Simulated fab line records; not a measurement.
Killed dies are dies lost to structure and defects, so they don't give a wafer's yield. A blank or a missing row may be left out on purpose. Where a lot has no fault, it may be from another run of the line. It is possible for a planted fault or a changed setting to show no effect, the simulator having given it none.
The tool behind it: which one? | flow gf180mcu | 14 lots, 42 wafers sampled, at 6 steps of a route of 602

WHAT THE GAUGES READ, wafer by wafer
GF_M1_CD_MEAS_14: the cd target is 230 nm. Usual: cd_nm 229.7 nm, standard deviation 1.1.
lot  | measured     | on        | cd_nm (nm)        | flag
L151 | day 16 16:46 | cd_sem-02 | 229.3 229.8 229.3 |
L152 | day 16 22:58 | cd_sem-02 | 229.0 229.3 229.6 |
L155 | day 18 14:23 | cd_sem-01 | 229.2 229.5 228.7 |
L157 | day 19 05:34 | cd_sem-02 | 231.6 230.0 231.4 |
L158 | day 20 00:04 | cd_sem-01 | 228.5 229.7 229.7 |
L160 | day 21 05:43 | cd_sem-01 | 230.9 231.6 231.2 |
L162 | day 21 07:12 | cd_sem-02 | 229.3 228.5 228.1 |
L166 | day 22 20:59 | cd_sem-02 | 228.9 229.4 228.6 |
L167 | day 23 08:16 | cd_sem-01 | 230.6 230.6 231.4 |
L169 | day 23 11:47 | cd_sem-02 | 228.9 229.8 229.0 |
L168 | day 23 13:25 | cd_sem-02 | 229.3 230.1 230.5 |
L171 | day 24 09:11 | cd_sem-02 | 229.0 229.6 230.1 |
L172 | day 24 22:26 | cd_sem-02 | 227.9 228.7 227.3 |
L174 | day 25 10:47 | cd_sem-01 | 230.7 228.7 231.2 |

GF_V1_THK_MEAS_01. Usual: V1_CVD_00_THK typically reads 613 nm, with standard deviation 6.4.
lot  | measured     | on            | V1_CVD_00_THK (nm) | flag
L151 | day 16 17:38 | film_metro-04 | 616 615 615        |
L152 | day 16 23:49 | film_metro-02 | 622 606 622        |
L155 | day 18 15:14 | film_metro-02 | 614 613 612        |
L157 | day 19 06:25 | film_metro-04 | 615 621 617        |
L158 | day 20 00:57 | film_metro-04 | 609 619 618        |
L160 | day 21 06:35 | film_metro-04 | 602 612 618        |
L162 | day 21 08:02 | film_metro-04 | 615 611 623        |
L166 | day 22 21:50 | film_metro-01 | 608 611 617        |
L167 | day 23 09:07 | film_metro-04 | 613 615 606        |
L169 | day 23 12:40 | film_metro-04 | 606 596 605        |
L168 | day 23 14:18 | film_metro-02 | 612 611 602        |
L171 | day 24 10:05 | film_metro-02 | 609 616 609        |
L172 | day 24 23:23 | film_metro-01 | 605 614 614        |
L174 | day 25 11:59 | film_metro-01 | 614 615 623        |

GF_V1_RS_MEAS_24: measures by four-point-probe. Usual: V1_W_RS typically reads 0.3288 ohm/sq, with standard deviation 0.0027.
lot  | measured     | on            | V1_W_RS (ohm/sq)                          | flag
L151 | day 17 19:02 | film_metro-02 | 0.3309 0.3283 0.3250                      |
L152 | day 18 00:27 | film_metro-02 | 0.3305 0.3302 0.3274                      |
L155 | day 19 17:01 | film_metro-01 | 0.3297 0.3228 0.3293                      |
L157 | day 20 08:40 | film_metro-02 | 0.3296 0.3355 0.3274                      |
L158 | day 21 02:31 | film_metro-04 | 0.3261 0.3294 0.3247                      |
L160 | day 22 07:07 | film_metro-01 | 0.3279 0.3312 0.3304                      |
L162 | day 22 09:43 | film_metro-01 | 0.3290 0.3272 0.3295                      |
L166 | day 23 21:50 | film_metro-02 | 0.3129 0.3167 0.3148 0.3133 0.3158 0.3152 | OFF
L167 | day 24 09:18 | film_metro-01 | 0.3195 0.3223 0.3169 0.3191 0.3217 0.3172 | OFF
L169 | day 24 12:24 | film_metro-04 | 0.3321 0.3285 0.3296                      |
L168 | day 24 14:19 | film_metro-01 | 0.3297 0.3315 0.3280                      |
L171 | day 25 09:26 | film_metro-04 | 0.3314 0.3329 0.3270                      |
L172 | day 25 21:23 | film_metro-04 | 0.3289 0.3294 0.3312                      |
L174 | day 26 10:49 | film_metro-02 | 0.3284 0.3307 0.3269                      |

GF_V1_THK_MEAS_25: measures by xrf. Usual: V1_W_THK typically reads 348 nm, with standard deviation 3.8.
lot  | measured     | on            | V1_W_THK (nm)           | flag
L151 | day 17 19:08 | film_metro-02 | 340 343 346             |
L152 | day 18 00:34 | film_metro-02 | 349 348 350             |
L155 | day 19 17:07 | film_metro-01 | 349 355 349             |
L157 | day 20 08:46 | film_metro-02 | 346 337 347             |
L158 | day 21 02:38 | film_metro-04 | 353 354 356             |
L160 | day 22 07:13 | film_metro-01 | 348 345 345             |
L162 | day 22 09:49 | film_metro-01 | 348 348 347             |
L166 | day 24 00:28 | film_metro-02 | 367 363 366 366 363 363 | OFF
L167 | day 24 12:42 | film_metro-01 | 355 356 361 356 355 359 |
L169 | day 24 12:31 | film_metro-04 | 344 348 345             |
L168 | day 24 14:26 | film_metro-01 | 346 344 349             |
L171 | day 25 09:33 | film_metro-04 | 346 346 352             |
L172 | day 25 21:30 | film_metro-04 | 349 348 346             |
L174 | day 26 10:55 | film_metro-02 | 350 347 350             |

TOOL THAT RAN EACH LOT (tool first, then ch and the chambers of the sampled wafers, then the start)
lot  | GF_V1_CVD_02                    | GF_V1_CVD_23
L151 | pecvd-04 ch 0,1, day 16 17:41   | cvd_w-02 ch 0,1, day 17 18:52
L152 | pecvd-01 ch 0,1,2, day 16 23:52 | cvd_w-02 ch 0,1, day 18 00:19
L155 | pecvd-01 ch 0,1,2, day 18 15:17 | cvd_w-02 ch 0,1, day 19 16:54
L157 | pecvd-01 ch 0,1, day 19 06:28   | cvd_w-01 ch 0,1, day 20 08:32
L158 | pecvd-02 ch 1,2, day 20 01:01   | cvd_w-01 ch 0,1, day 21 02:25
L160 | pecvd-01 ch 0,1,2, day 21 06:38 | cvd_w-01 ch 1, day 22 06:59
L162 | pecvd-01 ch 0,1,2, day 21 08:07 | cvd_w-01 ch 0,1, day 22 09:35
L166 | pecvd-02 ch 0,1,2, day 22 21:52 | cvd_w-02 ch 0,1, day 23 21:43
L167 | pecvd-01 ch 0,1,2, day 23 09:10 | cvd_w-02 ch 1, day 24 09:10
L169 | pecvd-01 ch 0,1,2, day 23 12:43 | cvd_w-01 ch 0,1, day 24 12:17
L168 | pecvd-01 ch 1,2, day 23 14:22   | cvd_w-01 ch 0,1, day 24 14:12
L171 | pecvd-02 ch 0,1,2, day 24 10:08 | cvd_w-01 ch 0,1, day 25 09:19
L172 | pecvd-01 ch 0,1, day 24 23:26   | cvd_w-01 ch 0,1, day 25 21:16
L174 | pecvd-02 ch 1,2, day 25 12:01   | cvd_w-01 ch 0,1, day 26 10:41
- GF_V1_CVD_02: deposits SiO2 from TEOS, target thk 850 nm, time 94.851 s.
- GF_V1_CVD_23: deposits W, target thk 350 nm, time 105.05 s.

AS READ BY THE TOOLS THEMSELVES (means over the sampled wafers that have a number; for cases with no such wafer, the mark the record gives instead)
GF_V1_CVD_02. Usual: heater_power_w 734 W, standard deviation 130.
lot  | tool     | heater_power_w (W) | flag
L151 | pecvd-04 | 616                |
L152 | pecvd-01 | 801                |
L155 | pecvd-01 | 807                |
L157 | pecvd-01 | 860                |
L158 | pecvd-02 | 677                |
L160 | pecvd-01 | 828                |
L162 | pecvd-01 | 796                |
L166 | pecvd-02 | 783                |
L167 | pecvd-01 | 838                |
L169 | pecvd-01 | 767                |
L168 | pecvd-01 | 707                |
L171 | pecvd-02 | 738                |
L172 | pecvd-01 | 729                |
L174 | pecvd-02 | 679                |

GF_V1_CVD_23. Usual: chamber_pressure_Torr 40.00 Torr, standard deviation 0.09; heater_power_w 888 W, standard deviation 83.
lot  | tool     | chamber_pressure_Torr (Torr) | heater_power_w (W) | flag
L151 | cvd_w-02 | 39.96                        | 980                |
L152 | cvd_w-02 | 40.04                        | 989                |
L155 | cvd_w-02 | 40.04                        | 975                |
L157 | cvd_w-01 | 40.02                        | 800                |
L158 | cvd_w-01 | 40.03                        | 813                |
L160 | cvd_w-01 | 39.91                        | 844                |
L162 | cvd_w-01 | 40.08                        | 834                |
L166 | cvd_w-02 | 43.17                        | 940                | OFF
L167 | cvd_w-02 | 43.14                        | 1019               | OFF
L169 | cvd_w-01 | 39.98                        | 828                |
L168 | cvd_w-01 | 39.98                        | 816                |
L171 | cvd_w-01 | 39.95                        | 824                |
L172 | cvd_w-01 | 39.93                        | 848                |
L174 | cvd_w-01 | 40.02                        | 811                |

THE ANSWER, worked out from the rows above alone
Rule: take the mean of a lot's wafers that have a number; if it is more than 3 standard deviations from the usual mean, the lot is off. A lot without any number at a reading at which 4 lots or more have one is off too. Any other lot the step has rows for is counted as sound. The gauges are gone through in route order, then the tools' own readings, and for those a lot's mean is taken as printed above. At the first step where some lot is off, the reading lying furthest off is the one used; lots without a number count as furthest.
Off: L166, L167, at GF_V1_RS_MEAS_24 (V1_W_RS).
If a tool, at a process step before that reading, ran all the lots that are off and no sound lot after the first of them, it fits. Not tried: the gauges at GF_V1_RS_MEAS_24; whatever is off there is also off at GF_V1_CVD_23, on other tools, and gauge error can't account for it. One fits: GF_V1_CVD_23 on cvd_w-02. A fault onset in the window from L155 (day 19 16:54, its last sound lot) to L166 (day 23 21:43, its first lot off) fits.
On the lots that are off, the tool's own readings at GF_V1_CVD_23 differ by more than 5 times the standard deviation of the sound lots' means, which bears it out; chamber_pressure_Torr reads 43.16 Torr there versus 39.99 Torr on the sound lots.

WHAT THE SIMULATOR HAD PUT IN
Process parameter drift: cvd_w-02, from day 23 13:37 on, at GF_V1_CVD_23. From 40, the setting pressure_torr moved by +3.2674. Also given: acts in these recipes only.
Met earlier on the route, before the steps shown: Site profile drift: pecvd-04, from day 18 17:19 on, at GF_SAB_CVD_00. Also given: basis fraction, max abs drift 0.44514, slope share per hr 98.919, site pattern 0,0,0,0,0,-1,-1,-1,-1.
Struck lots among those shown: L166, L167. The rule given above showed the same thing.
